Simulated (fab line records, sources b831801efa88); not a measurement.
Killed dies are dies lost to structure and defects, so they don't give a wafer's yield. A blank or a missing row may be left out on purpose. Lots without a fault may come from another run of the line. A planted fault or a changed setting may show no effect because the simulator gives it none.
Which tool did it? | flow sky130 | 6 lots, 18 wafers sampled, at 2 steps of a route of 708

WHAT THE GAUGES READ, wafer by wafer
SKY_CONTACT_BOW_MEAS_05.
lot  | measured     | on            | CONTACT_BOW (um)
L584 | day 30 23:41 | film_metro-01 | 91 83 73
L588 | day 32 12:06 | film_metro-01 | 75 88 75
L590 | day 33 15:54 | film_metro-03 | 75 79 90
L600 | day 35 22:11 | film_metro-04 | 80 82 88
L601 | day 36 13:40 | film_metro-01 | 76 77 79
L603 | day 37 01:07 | film_metro-04 | 81 81 83

WHICH TOOL RAN EACH LOT (tool, then ch and the chambers of the sampled wafers, then the start)
lot  | SKY_LDD_N_IMPLANT_11
L584 | implanter-03 ch 0, day 18 07:48
L588 | implanter-02 ch 0, day 20 05:28
L590 | implanter-01 ch 0, day 21 00:18
L600 | implanter-01 ch 0, day 24 04:08
L601 | implanter-03 ch 0, day 24 18:51
L603 | implanter-03 ch 0, day 25 06:25
- SKY_LDD_N_IMPLANT_11

THE ANSWER, worked out from the rows above alone
Rule: what is usual is taken from the lots themselves. Put in order of their means at a reading, lots are off if they are a third of the lots or fewer, leave a main group of 4 or more, and stand apart from it by a gap of 3 or more times the standard deviation of the main group's means; of several such gaps the widest counts. A main group whose means are all the same, to the digits that the tables above print for the reading, isn't used. A lot without any number at a reading at which 4 lots or more have one is off too. The other lots that the step has rows for count as sound.
No lot is off at any reading shown: from this, nothing can be told.

WHAT THE SIMULATOR HAD PUT IN
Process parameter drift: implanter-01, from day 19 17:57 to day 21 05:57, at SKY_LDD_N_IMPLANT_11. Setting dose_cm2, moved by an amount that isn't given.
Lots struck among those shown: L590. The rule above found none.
